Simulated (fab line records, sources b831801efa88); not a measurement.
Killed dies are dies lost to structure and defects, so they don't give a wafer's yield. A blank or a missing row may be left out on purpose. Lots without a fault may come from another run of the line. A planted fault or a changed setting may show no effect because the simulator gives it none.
fab line records | flow sky130
record lots=7 wafers=21 last_day=50
route steps=708 shown VT_ADJUST_NCORE@128 VT_ADJUST_HVTR@131 PAD_OPEN@708
lots that met no fault: from a run of the same line without faults
start_h: hours from the record's first day to the start of the lot's first wafer shown | wait_h: hours since the lot's step before | " the same as in the row above | L1.1+2: a row that stands for several wafers | - no value, or no start given | * or withheld: withheld | < > ~ a bound
route shown NAME@n: a module of which the file shows steps, and the number in the route of the first | usual: mean/standard deviation of fault-free wafers | same: alike in all rows | chamber/n: place in a boat | sites: the reading at each site | _std_site: their standard deviation | _edge_site: outer sites' mean less inner sites' | radius_mm: how far each site lies from the wafer's centre | mask NAME#n: copy n | behind: the tool/chamber that last shaped the wafer | hold: why the lot was held/for how many hours/how that ended | device: the transistor (n, p or np) that didn't switch | end of line: the same wafers' tests at the end of the route | a step without rows: its recipe alone | killed: dies lost to structure and defects at the first sort, not the wafer's yield | map: a wafer's dies, x killed, . not, _ none there
set.NAME: the setting as run; set.NAME@STEP: as run at that earlier step | model.NAME: the simulator's own value behind a step, which no gauge read
lots at some steps of the route; a table a step, a row a wafer
services: from which hour (start_h, from the record's first day; less than 0 if before it) a tool's chamber was out of use, for how many hours, and why
## steps
# step SKY_VT_ADJUST_NCORE_IMPLANT_09
# recipe species=B energy_kev=10 dose_cm2=2.4e+12 tilt_deg=withheld
# step SKY_VT_ADJUST_NCORE_STRIP_10
# recipe chemistry=O2/N2 power_w=1400 pressure_mtorr=1500 platen_temp_c=withheld o2_flow_sccm=3000 n2_flow_sccm=300 overash_fraction=0.5
# usual drypump_motor_current_A=5.9/0.4 oes_product_au=0.715/0.0049 strip_time_to_endpoint_s=14.16/0.041
# columns lot.wafer tool chamber start_h wait_h drypump_motor_current_A oes_product_au rf_hours_counter_h strip_time_to_endpoint_s
L404.2 plasma_asher-04 1 182.54 0.1 6.3 0.716 51 14.18
L404.4 " 1 " " 6.3 0.721 - 14.18
L404.5 " 1 " " 6.3 0.723 - 14.17
L409.1 plasma_asher-01 0 219.21 0.1 6.1 0.716 10 14.16
L409.2 " 1 " " 5.5 0.709 10 14.16
L409.6 " 1 " " 5.5 0.719 - 14.13
L410.4 plasma_asher-04 0 228.65 0.1 5.3 0.716 - 14.20
L410.5 " 0 " " 5.4 0.717 - 14.23
L410.6 " 1 " " 6.3 0.710 - 14.21
L413.2 plasma_asher-02 0 244.96 0.1 6.0 0.713 54 14.20
L413.5 " 1 " " 6.0 0.708 - 14.21
L413.6 " 0 " " 6.0 0.718 - 14.19
L414.3 plasma_asher-04 0 252.35 0.1 5.4 0.711 - 14.11
L414.4 " 1 " " 6.3 0.729 - 14.11
L414.5 " 1 " " 6.3 0.720 - 14.14
L422.1 plasma_asher-04 0 307.40 0.1 5.4 0.712 64 14.20
L422.3 " 1 " " 6.3 0.706 - 14.20
L422.4 " 0 " " 5.4 0.717 - 14.20
L425.1 plasma_asher-04 1 325.88 0.1 6.3 0.714 65 14.11
L425.3 " 0 " " 5.3 0.715 - 14.13
L425.5 " 1 " " 6.3 0.717 - 14.15
# step SKY_VT_ADJUST_NCORE_TW_MEAS_11
# usual VT_ADJUST_NCORE_TW=217.5/1.7
# columns lot.wafer tool chamber start_h wait_h VT_ADJUST_NCORE_TW
L404.2 film_metro-04 - 182.65 0.1 219.3
L404.4 " - " " 219.4
L404.5 " - " " 220.4
L409.1 film_metro-02 - 219.31 0.1 216.3
L409.2 " - " " 216.5
L409.6 " - " " 216.4
L410.4 film_metro-02 - 228.74 0.1 216.2
L410.5 " - " " 216.6
L410.6 " - " " 215.0
L413.2 film_metro-01 - 245.07 0.1 217.7
L413.5 " - " " 217.6
L413.6 " - " " 219.5
L414.3 film_metro-01 - 252.43 0.1 217.9
L414.4 " - " " 218.2
L414.5 " - " " 217.9
L422.1 film_metro-04 - 307.50 0.1 216.3
L422.3 " - " " 216.7
L422.4 " - " " 215.6
L425.1 film_metro-04 - 325.98 0.1 217.6
L425.3 " - " " 216.8
L425.5 " - " " 216.9
# step SKY_VT_ADJUST_HVTR_DEHYDRATE_00
# recipe temp_c=200 time_s=60
# step SKY_VT_ADJUST_HVTR_HMDS_01
# recipe prime_time_s=60 prime_temp_c=120
# step SKY_VT_ADJUST_HVTR_COAT_02
# recipe resist=NOVOLAK spin_rpm=3000 resist_thk_nm=1140
# step SKY_VT_ADJUST_HVTR_SOFTBAKE_03
# recipe temp_c=90 time_s=60 resist=NOVOLAK
# step SKY_VT_ADJUST_HVTR_EXPOSE_04
# recipe mask_id=HVTRM target_cd_nm=380 na=0.6 source_shape=conventional sigma_outer=0.6 dose_mj=150
# step SKY_VT_ADJUST_HVTR_PEB_05
# recipe temp_c=withheld time_s=* resist=NOVOLAK
# step SKY_VT_ADJUST_HVTR_DEVELOP_06
# recipe develop_time_s=60 dev_temp_c=23
# step SKY_VT_ADJUST_HVTR_CD_MEAS_07
# recipe target_cd_nm=380
# usual cd_nm=380.2/2.9
# columns lot.wafer tool chamber start_h wait_h cd_nm
L404.2 cd_sem-01 - 204.24 0.1 379.8
L404.4 " - " " 382.3
L404.5 " - " " 376.4
L409.1 cd_sem-02 - 241.44 0.1 386.1
L409.2 " - " " 383.9
L409.6 " - " " 385.5
L410.4 cd_sem-02 - 251.20 0.1 380.7
L410.5 " - " " 380.7
L410.6 " - " " 379.4
L413.2 cd_sem-01 - 268.09 0.1 383.6
L413.5 " - " " 383.2
L413.6 " - " " 383.1
L414.3 cd_sem-02 - 274.95 0.1 380.2
L414.4 " - " " 381.6
L414.5 " - " " 380.5
L422.1 cd_sem-01 - 333.54 0.1 377.2
L422.3 " - " " 377.7
L422.4 " - " " 376.4
L425.1 cd_sem-01 - 352.84 0.1 379.3
L425.3 " - " " 381.6
L425.5 " - " " 377.6
# step SKY_VT_ADJUST_HVTR_OVL_MEAS_08
# usual VT_ADJUST_HVTR_OVL=-0.7/1.6
# columns lot.wafer tool chamber start_h wait_h VT_ADJUST_HVTR_OVL[nm]
L404.2 overlay-01 - 204.35 0.1 -2.4
L404.4 " - " " 0.2
L404.5 " - " " -1.7
L409.1 overlay-02 - 241.56 0.1 -0.8
L409.2 " - " " -0.7
L409.6 " - " " 2.2
L410.4 overlay-02 - 251.28 0.1 -1.8
L410.5 " - " " -0.3
L410.6 " - " " -0.7
L413.2 overlay-01 - 268.20 0.1 -3.0
L413.5 " - " " -2.6
L413.6 " - " " -2.3
L414.3 overlay-01 - 275.04 0.1 -1.9
L414.4 " - " " -2.0
L414.5 " - " " -0.6
L422.1 overlay-01 - 333.66 0.1 1.0
L422.3 " - " " -0.2
L422.4 " - " " 1.3
L425.1 overlay-01 - 352.96 0.1 1.6
L425.3 " - " " 2.1
L425.5 " - " " 2.0
# step SKY_VT_ADJUST_HVTR_IMPLANT_09
# recipe species=B energy_kev=9.937 dose_cm2=2.1e+12 tilt_deg=withheld
# usual beam_on_s=10.02/0.2 dose_ions_cm2=2.1001e+12/2e+09 faraday_current_uA=11.76/0.23
# same implant_ion_amu=11
# columns lot.wafer tool chamber start_h wait_h beam_on_s dose_ions_cm2 faraday_current_uA
L404.2 implanter-04 0 204.40 0.0 10.08 2.1006e+12 11.72
L404.4 " 0 " " 10.22 2.0997e+12 11.51
L404.5 " 0 " " 9.91 2.1004e+12 11.90
L409.1 implanter-02 0 241.60 0.0 10.06 2.1018e+12 11.69
L409.2 " 0 " " 10.05 2.0991e+12 11.81
L409.6 " 0 " " 10.11 2.1057e+12 11.63
L410.4 implanter-02 0 251.37 0.1 9.83 8.917e+11 5.09
L410.5 " 0 " " 9.72 8.943e+11 5.16
L410.6 " 0 " " 9.53 8.944e+11 5.25
L413.2 implanter-02 0 268.25 0.0 10.56 8.923e+11 4.74
L413.5 " 0 " " 9.95 8.914e+11 5.05
L413.6 " 0 " " 9.65 8.936e+11 5.18
L414.3 implanter-02 0 275.11 0.1 9.91 8.994e+11 5.05
L414.4 " 0 " " 10.10 8.971e+11 4.92
L414.5 " 0 " " 9.73 8.944e+11 5.17
L422.1 implanter-04 0 333.70 0.0 9.93 2.1025e+12 11.90
L422.3 " 0 " " 9.91 2.0988e+12 11.92
L422.4 " 0 " " 9.95 2.1028e+12 11.90
L425.1 implanter-03 0 353.00 0.0 9.98 2.1002e+12 11.75
L425.3 " 0 " " 9.94 2.0969e+12 11.82
L425.5 " 0 " " 10.62 2.0982e+12 11.05
# step SKY_VT_ADJUST_HVTR_STRIP_10
# recipe chemistry=O2/N2 power_w=1400 pressure_mtorr=1500 platen_temp_c=withheld o2_flow_sccm=3000 n2_flow_sccm=300 overash_fraction=0.5
# usual drypump_motor_current_A=5.94/0.24 oes_product_au=0.716/0.0046 strip_time_to_endpoint_s=14.17/0.038
# columns lot.wafer tool chamber start_h wait_h drypump_motor_current_A oes_product_au rf_hours_counter_h strip_time_to_endpoint_s
L404.2 plasma_asher-03 1 204.53 0.1 5.77 0.721 35 14.20
L404.4 " 0 " " 6.33 0.720 - 14.12
L404.5 " 1 " " 5.79 0.717 - 14.17
L409.1 plasma_asher-03 1 241.75 0.1 5.78 0.714 39 14.21
L409.2 " 0 " " 6.33 0.717 39 14.24
L409.6 " 0 " " 6.33 0.710 - 14.22
L410.4 plasma_asher-02 0 251.48 0.1 5.95 0.711 - 14.16
L410.5 " 1 " " 6.00 0.724 - 14.15
L410.6 " 0 " " 5.96 0.719 - 14.16
L413.2 plasma_asher-01 1 268.38 0.1 5.42 0.722 15 14.15
L413.5 " 1 " " 5.45 0.717 - 14.18
L413.6 " 0 " " 6.10 0.725 - 14.17
L414.3 plasma_asher-02 1 275.25 0.1 6.01 0.722 - 14.24
L414.4 " 0 " " 5.94 0.710 - 14.26
L414.5 " 1 " " 6.00 0.720 - 14.25
L422.1 plasma_asher-03 0 333.85 0.1 6.34 0.716 46 14.16
L422.3 " 1 " " 5.78 0.722 - 14.13
L422.4 " 0 " " 6.35 0.721 - 14.16
L425.1 plasma_asher-03 0 353.15 0.1 6.31 0.708 48 14.11
L425.3 " 1 " " 5.79 0.715 - 14.18
L425.5 " 1 " " 5.81 0.706 - 14.20
# step SKY_VT_ADJUST_HVTR_TW_MEAS_11
# usual VT_ADJUST_HVTR_TW=209.8/1.5
# columns lot.wafer tool chamber start_h wait_h hold VT_ADJUST_HVTR_TW
L404.2 film_metro-01 - 204.65 0.1 - 212.0
L404.4 " - " " - 211.6
L404.5 " - " " - 211.9
L409.1 film_metro-01 - 241.85 0.1 - 210.5
L409.2 " - " " - 209.6
L409.6 " - " " - 209.0
L410.4 film_metro-04 - 251.58 0.1 await_dispo/0.2h/release 165.0
L410.5 " - " " await_dispo/0.2h/release 165.9
L410.6 " - " " await_dispo/0.2h/release 165.3
L410.4 film_metro-04 - 251.80 0.2 - 165.9
L410.5 " - " " - 165.8
L410.6 " - " " - 165.2
L413.2 film_metro-04 - 268.49 0.1 await_dispo/0.2h/release 165.0
L413.5 " - " " await_dispo/0.2h/release 165.9
L413.6 " - " " await_dispo/0.2h/release 165.9
L413.2 film_metro-04 - 268.72 0.2 - 164.9
L413.5 " - " " - 165.9
L413.6 " - " " - 165.5
L414.3 film_metro-01 - 275.33 0.1 await_dispo/0.2h/release 166.0
L414.4 " - " " await_dispo/0.2h/release 166.7
L414.5 " - " " await_dispo/0.2h/release 166.2
L414.3 film_metro-01 - 275.56 0.2 - 166.1
L414.4 " - " " - 167.3
L414.5 " - " " - 166.1
L422.1 film_metro-01 - 333.95 0.1 - 209.4
L422.3 " - " " - 210.1
L422.4 " - " " - 210.4
L425.1 film_metro-03 - 353.25 0.1 - 210.6
L425.3 " - " " - 210.1
L425.5 " - " " - 209.9
# step SKY_PAD_OPEN_PROBE_99
# usual killed_at_M0_to_M3=43/6.6 killed_at_M4_up=3.4/1.8 killed_at_contacts=24/4.9 killed_at_front_end=15/4.1 killed_at_other=0.3/0.55 killed_dies=85/8.8 killed_on_rim=17/3.7 killed_open=46/6.1 killed_short=39/5.7
# same gross_dies=492 killed_at_back_side=0
# columns lot.wafer tool chamber start_h wait_h killed_at_M0_to_M3 killed_at_M4_up killed_at_contacts killed_at_front_end killed_at_other killed_dies killed_on_rim killed_open killed_short model.etest.pfet_01v8_mvt.drive_ua_um model.etest.pfet_01v8_mvt.off_log10_a_um model.etest.pfet_01v8_mvt.vt_sat_v model.etest.pfet_01v8_mvt.vt_v model.etest.pfet_01v8_mvt.vt_long_v
L404.2 prober-02 - 1081.48 0.1 42 1 26 26 0 95 23 56 39 147.1 -11.04 -0.5929 -0.6747 -0.877
L404.4 prober-02 - 1081.58 0.2 46 2 25 29 1 103 18 60 43 144.6 -10.94 -0.5979 -0.6781 -0.8819
L404.5 prober-02 - 1081.63 0.2 50 3 37 15 0 105 20 60 45 147.3 -11.03 -0.5845 -0.6682 -0.8716
L409.1 prober-01 - 1104.39 0.1 39 1 25 7 0 72 16 39 33 148.8 -11.07 -0.5939 -0.6767 -0.8886
L409.2 prober-01 - 1104.44 0.1 47 5 23 12 0 87 15 48 39 146.5 -11.21 -0.6048 -0.6869 -0.8898
L409.6 prober-01 - 1104.64 0.2 28 3 21 17 0 69 8 40 29 148.9 -11.13 -0.5961 -0.679 -0.8859
L410.4 prober-02 - 1120.13 0.2 40 3 24 17 0 84 20 44 37 123.2 -12.5 -0.7308 -0.7873 -0.9828
L410.5 prober-02 - 1120.18 0.2 36 7 30 16 0 89 18 47 41 124.2 -12.62 -0.7312 -0.7909 -0.9863
L410.6 prober-02 - 1120.23 0.2 46 6 18 18 0 88 25 46 42 126.8 -12.52 -0.7247 -0.7863 -0.9842
L413.2 prober-01 - 1131.55 0.1 37 4 20 19 0 80 13 50 30 131.1 -12.45 -0.7169 -0.7778 -0.9711
L413.5 prober-01 - 1131.70 0.2 37 4 26 14 0 81 15 42 39 132.7 -12.38 -0.7078 -0.7735 -0.9728
L413.6 prober-01 - 1131.75 0.2 38 6 24 17 1 86 20 45 41 131.9 -12.6 -0.7201 -0.7824 -0.9746
L414.3 prober-02 - 1139.37 0.2 40 4 28 13 1 86 19 48 38 124.2 -12.79 -0.7593 -0.8173 -1.012
L414.4 prober-02 - 1139.42 0.2 46 4 23 18 0 91 18 50 41 123.7 -12.67 -0.7724 -0.8254 -1.012
L414.5 prober-02 - 1139.47 0.2 49 3 35 12 0 99 18 52 47 124.5 -12.77 -0.7628 -0.8181 -1.008
L422.1 prober-02 - 1182.01 0.1 47 5 24 23 0 99 21 61 37 148.6 -10.9 -0.5882 -0.6719 -0.869
L422.3 prober-02 - 1182.11 0.2 39 2 27 11 0 79 10 43 35 149 -10.95 -0.5825 -0.667 -0.8664
L422.4 prober-02 - 1182.16 0.2 50 1 27 14 0 92 12 50 41 153.4 -10.66 -0.5771 -0.6642 -0.8684
L425.1 prober-01 - 1188.28 0.1 48 3 18 13 1 83 13 43 40 153.4 -10.5 -0.5514 -0.6397 -0.8469
L425.3 prober-01 - 1188.38 0.2 49 3 12 20 2 86 17 47 39 150.3 -10.5 -0.5509 -0.64 -0.8522
L425.5 prober-01 - 1188.48 0.2 44 4 15 17 1 81 11 44 37 155.2 -10.33 -0.5464 -0.638 -0.8523
# killed by level:class
L404.2 VIA1:geometric_particle:open=14 LI_CONTACT:geometric_particle:open=10 CONTACT:geometric_particle:open=9 VIA3:geometric_particle:open=9 FIELD_ISO:geometric_particle:short=6 FIELD_ISO:geometric_particle:open=6 POLY_GATE:geometric_particle:short=6 POLY_GATE:geometric_particle:open=4
L404.4 VIA1:geometric_particle:open=12 CONTACT:geometric_particle:open=11 FIELD_ISO:geometric_particle:open=8 VIA3:geometric_particle:open=8 CONTACT:geometric_particle:short=7 POLY_GATE:geometric_particle:short=7 METAL1:geometric_particle:short=6 METAL2:geometric_particle:short=6
L404.5 CONTACT:geometric_particle:open=17 VIA1:geometric_particle:open=16 VIA2:geometric_particle:open=8 CONTACT:geometric_particle:short=7 VIA3:geometric_particle:short=5 LI_CONTACT:geometric_particle:short=5 LI_CONTACT:geometric_particle:open=5 VIA1:geometric_particle:short=5
L409.1 CONTACT:geometric_particle:open=13 VIA1:geometric_particle:open=12 METAL1:geometric_particle:short=11 METAL2:geometric_particle:short=6 CONTACT:geometric_particle:short=5 LI_CONTACT:geometric_particle:short=4 VIA1:geometric_particle:short=3 LI_CONTACT:geometric_particle:open=3
L409.2 VIA1:geometric_particle:open=11 CONTACT:geometric_particle:open=11 VIA2:geometric_particle:open=8 VIA3:geometric_particle:short=7 METAL2:geometric_particle:short=7 VIA1:geometric_particle:short=6 LI_CONTACT:geometric_particle:open=6 POLY_GATE:geometric_particle:short=5
L409.6 CONTACT:geometric_particle:open=8 LI_CONTACT:geometric_particle:open=7 VIA3:geometric_particle:open=5 FIELD_ISO:geometric_particle:open=4 FIELD_ISO:geometric_particle:short=4 POLY_GATE:geometric_particle:short=4 METAL1:geometric_particle:short=4 VIA2:geometric_particle:open=4
L410.4 VIA1:geometric_particle:open=9 LI_CONTACT:geometric_particle:open=8 POLY_GATE:geometric_particle:open=7 FIELD_ISO:geometric_particle:short=5 VIA3:geometric_particle:short=5 CONTACT:geometric_particle:short=5 CONTACT:geometric_particle:open=5 VIA1:geometric_particle:short=4
L410.5 CONTACT:geometric_particle:open=17 VIA3:geometric_particle:open=7 METAL1:geometric_particle:short=6 LI_CONTACT:geometric_particle:open=6 FIELD_ISO:geometric_particle:short=5 POLY_GATE:geometric_particle:short=5 VIA1:geometric_particle:short=5 VIA2:geometric_particle:open=5
L410.6 VIA1:geometric_particle:open=17 CONTACT:geometric_particle:open=8 SPACER:geometric_particle:open=5 CONTACT:geometric_particle:short=5 METAL2:geometric_particle:short=5 FIELD_ISO:geometric_particle:short=4 POLY_GATE:geometric_particle:short=4 METAL1:geometric_particle:short=4
L413.2 VIA1:geometric_particle:open=14 CONTACT:geometric_particle:open=10 POLY_GATE:geometric_particle:open=5 LOCAL_INTERCONNECT:geometric_particle:short=5 VIA3:geometric_particle:open=5 FIELD_ISO:geometric_particle:short=4 LI_CONTACT:geometric_particle:open=4 VIA1:geometric_particle:short=4
L413.5 CONTACT:geometric_particle:open=9 VIA3:geometric_particle:open=7 FIELD_ISO:geometric_particle:short=6 METAL1:geometric_particle:short=6 VIA2:geometric_particle:open=6 VIA1:geometric_particle:open=5 POLY_GATE:geometric_particle:open=4 LI_CONTACT:geometric_particle:open=4
L413.6 VIA1:geometric_particle:open=10 METAL1:geometric_particle:short=8 CONTACT:geometric_particle:open=8 VIA3:geometric_particle:open=6 POLY_GATE:geometric_particle:open=5 POLY_GATE:geometric_particle:short=5 LOCAL_INTERCONNECT:geometric_particle:short=5 CONTACT:geometric_particle:short=5
L414.3 LI_CONTACT:geometric_particle:open=13 CONTACT:geometric_particle:open=7 VIA2:geometric_particle:open=7 VIA1:geometric_particle:short=7 VIA3:geometric_particle:open=6 LI_CONTACT:geometric_particle:short=5 POLY_GATE:geometric_particle:open=4 VIA1:geometric_particle:open=4
L414.4 LI_CONTACT:geometric_particle:open=11 VIA1:geometric_particle:open=11 VIA2:geometric_particle:open=7 VIA2:geometric_particle:short=6 FIELD_ISO:geometric_particle:short=5 FIELD_ISO:geometric_particle:open=5 CONTACT:geometric_particle:short=5 METAL2:geometric_particle:short=5
L414.5 CONTACT:geometric_particle:open=11 VIA1:geometric_particle:short=8 VIA2:geometric_particle:open=8 VIA3:geometric_particle:open=7 LI_CONTACT:geometric_particle:short=7 VIA1:geometric_particle:open=6 LI_CONTACT:geometric_particle:open=6 CONTACT:geometric_particle:short=5
L422.1 CONTACT:geometric_particle:open=11 VIA3:geometric_particle:open=9 VIA2:geometric_particle:open=8 POLY_GATE:geometric_particle:open=6 LI_CONTACT:geometric_particle:open=6 METAL1:geometric_particle:short=6 VIA1:geometric_particle:open=6 METAL4:geometric_particle:short=5
L422.3 VIA1:geometric_particle:open=15 CONTACT:geometric_particle:open=9 LOCAL_INTERCONNECT:geometric_particle:short=5 METAL2:geometric_particle:short=5 VIA1:geometric_particle:short=4 POLY_GATE:geometric_particle:short=4 LI_CONTACT:geometric_particle:short=4 METAL1:geometric_particle:short=4
L422.4 CONTACT:geometric_particle:open=13 METAL1:geometric_particle:short=8 VIA1:geometric_particle:open=7 VIA2:geometric_particle:short=7 VIA2:geometric_particle:open=6 LOCAL_INTERCONNECT:geometric_particle:short=5 METAL1:geometric_particle:open=5 VIA1:geometric_particle:short=5
L425.1 VIA1:geometric_particle:open=11 METAL2:geometric_particle:short=8 POLY_GATE:geometric_particle:open=7 VIA1:geometric_particle:short=6 CONTACT:geometric_particle:open=6 CONTACT:geometric_particle:short=5 VIA2:geometric_particle:open=5 VIA3:geometric_particle:open=5
L425.3 VIA3:geometric_particle:open=11 METAL2:geometric_particle:short=10 VIA2:geometric_particle:open=9 VIA1:geometric_particle:open=7 FIELD_ISO:geometric_particle:open=5 FIELD_ISO:geometric_particle:short=5 CONTACT:geometric_particle:open=5 METAL3:geometric_particle:short=4
L425.5 VIA1:geometric_particle:open=11 VIA2:geometric_particle:open=8 FIELD_ISO:geometric_particle:open=5 FIELD_ISO:geometric_particle:short=5 LI_CONTACT:geometric_particle:open=5 METAL1:geometric_particle:short=5 CONTACT:geometric_particle:short=5 VIA2:geometric_particle:short=5
## services
# columns tool chamber start_h hours kind
implanter-04 - 167.36 1.0 repair
implanter-03 - 239.62 1.5 repair
implanter-02 - 269.30 3.2 pm
implanter-04 - 269.60 2.3 repair
implanter-03 - 276.87 4.6 pm
plasma_asher-03 - 288.97 14.6 pm
implanter-03 - 299.09 3.9 repair
implanter-02 - 300.44 14.3 pm
plasma_asher-03 - 311.53 1.6 repair
plasma_asher-02 - 313.38 0.7 repair
plasma_asher-04 - 349.90 0.6 repair
## key
first_sign step=SKY_VT_ADJUST_HVTR_IMPLANT_09 reading=dose_ions_cm2 direction=down sigmas=99+ usual=* struck=*
effect step=SKY_VT_ADJUST_HVTR_IMPLANT_09 reading=faraday_current_uA direction=down sigmas=29 usual=11.76 struck=5.07
effect step=SKY_VT_ADJUST_HVTR_TW_MEAS_11 reading=visit direction=added
effect step=SKY_VT_ADJUST_HVTR_TW_MEAS_11 reading=VT_ADJUST_HVTR_TW direction=down sigmas=30 usual=209.8 struck=165.8
model_effect step=SKY_PAD_OPEN_PROBE_99 value=etest.pfet_01v8_mvt.drive_ua_um without=148.2 struck=126.9
met_at SKY_VT_ADJUST_HVTR_IMPLANT_09
struck_wafers L410.4,L410.5,L410.6,L413.2,L413.5,L413.6,L414.3,L414.4,L414.5
tester_left_out L410,L413,L414
onset_between 241.60 251.37
fault kind=process_parameter_drift tool=implanter-02 chamber=- onset_h=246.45 steps=SKY_VT_ADJUST_HVTR_IMPLANT_09 channel=dose_cm2 offset=* shape=step end_h=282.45 acts_in=* stated=*
# tester_left_out: of these lots the tester's yield and bins aren't shown, on N5 and GAA mostly nor the transistor test; their killed dies are dies lost to structure and defects alone, not to doping, threshold or leakage, so they don't give the yield
